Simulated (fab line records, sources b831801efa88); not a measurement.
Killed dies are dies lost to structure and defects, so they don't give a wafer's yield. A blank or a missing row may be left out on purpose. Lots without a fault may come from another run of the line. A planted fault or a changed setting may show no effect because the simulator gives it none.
Which tool did it? | flow sky130 | 7 lots, 21 wafers sampled, at 3 steps of a route of 708

WHAT THE GAUGES READ, wafer by wafer
SKY_LOCAL_INTERCONNECT_THK_MEAS_02: measures by xrf.
lot  | measured     | on            | LOCAL_INTERCONNECT_TIN_THK (nm)
L783 | day 30 10:15 | film_metro-01 | 100.7 98.9 100.7
L788 | day 32 05:17 | film_metro-02 | 101.0 101.4 100.3
L790 | day 33 00:07 | film_metro-04 | 100.3 100.0 99.3
L794 | day 34 04:16 | film_metro-02 | 100.7 100.7 100.5
L798 | day 35 13:01 | film_metro-04 | 101.8 101.8 101.2
L800 | day 36 01:26 | film_metro-04 | 100.8 101.2 101.9
L802 | day 36 19:22 | film_metro-02 | 102.0 103.0 102.1

WHICH TOOL RAN EACH LOT (tool, then ch and the chambers of the sampled wafers, then the start)
lot  | SKY_LI_CONTACT_CMP_02         | SKY_LOCAL_INTERCONNECT_SPUTTER_00
L783 | cmp-01 ch 1,2, day 29 03:48   | pvd_sputter-04, day 30 10:03
L788 | cmp-01 ch 0,2, day 30 23:33   | pvd_sputter-02, day 32 05:05
L790 | cmp-02 ch 0,2,3, day 31 19:12 | pvd_sputter-02, day 32 23:56
L794 | cmp-01 ch 1,3, day 32 23:29   | pvd_sputter-02, day 34 04:05
L798 | cmp-02 ch 2,3, day 34 09:07   | pvd_sputter-02, day 35 12:50
L800 | cmp-02 ch 0,1,2, day 34 21:33 | pvd_sputter-02, day 36 01:15
L802 | cmp-01 ch 0,1,3, day 35 15:44 | pvd_sputter-02, day 36 19:11
- SKY_LI_CONTACT_CMP_02: polishes PSG.
- SKY_LOCAL_INTERCONNECT_SPUTTER_00: material TiN, target thk 100 nm, time 83.3 s.

THE ANSWER, worked out from the rows above alone
Rule: what is usual is taken from the lots themselves. Put in order of their means at a reading, lots are off if they are a third of the lots or fewer, leave a main group of 4 or more, and stand apart from it by a gap of 3 or more times the standard deviation of the main group's means; of several such gaps the widest counts. A main group whose means are all the same, to the digits that the tables above print for the reading, isn't used. A lot without any number at a reading at which 4 lots or more have one is off too. The other lots that the step has rows for count as sound.
No lot is off at any reading shown: from this, nothing can be told.

WHAT THE SIMULATOR HAD PUT IN
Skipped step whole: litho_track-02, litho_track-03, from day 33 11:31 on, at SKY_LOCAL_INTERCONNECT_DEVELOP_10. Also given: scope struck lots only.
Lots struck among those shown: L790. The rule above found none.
